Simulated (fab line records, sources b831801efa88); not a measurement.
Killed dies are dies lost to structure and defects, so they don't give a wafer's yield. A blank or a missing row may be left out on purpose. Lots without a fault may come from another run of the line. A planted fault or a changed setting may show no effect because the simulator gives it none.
Chamber matching | flow gf180mcu | GF_STI_ETCH_13 on rie_diel-04: 4 sister chambers
The step etches the open film in CHF3/O2, stops on Si, target depth 282.31 nm, time 112.9 s. 4 wafers are shown with their chamber, then 9 later ones without.

WAFERS WITH THEIR CHAMBER
wafer  | chamber | drypump_motor_current_A (A)
L086.5 | 2       | 6.1
L086.6 | 1       | 5.6
L091.2 | 0       | 6.0
L091.6 | 3       | 5.7

WAFERS WITHOUT THEIR CHAMBER
wafer  | drypump_motor_current_A (A)
L092.1 | 5.6
L092.2 | 6.0
L092.3 | 6.1
L095.1 | 6.0
L095.3 | 6.1
L095.4 | 5.6
L097.1 | 5.8
L097.2 | 6.1
L097.6 | 6.1

WHICH CHAMBER EACH WENT THROUGH
wafer  | from the rows above | in truth
L092.1 | 1                   | 1
L092.2 | 0                   | 0
L092.3 | 2                   | 2
L095.1 | 0                   | 0
L095.3 | 2                   | 2
L095.4 | 1                   | 1
L097.1 | 3                   | 3
L097.2 | 2                   | 2
L097.6 | 2                   | 2
Placed correctly: 9 of 9. Can't be placed from these rows: 0. Placed wrongly: 0.
How it was worked out, from the rows above alone: a wafer's distance from a chamber is the root of the sum, over the readings, of the square of ((its reading less the chamber's mean) divided by the reading's scatter). The wafer belongs to the nearest chamber; if the next one is less than 2 further off, it can't be placed. A chamber's mean is the mean of its shown wafers. The scatter: with one shown wafer a chamber, the root of the mean of the squares of how far each hidden wafer lies from its nearest shown one.
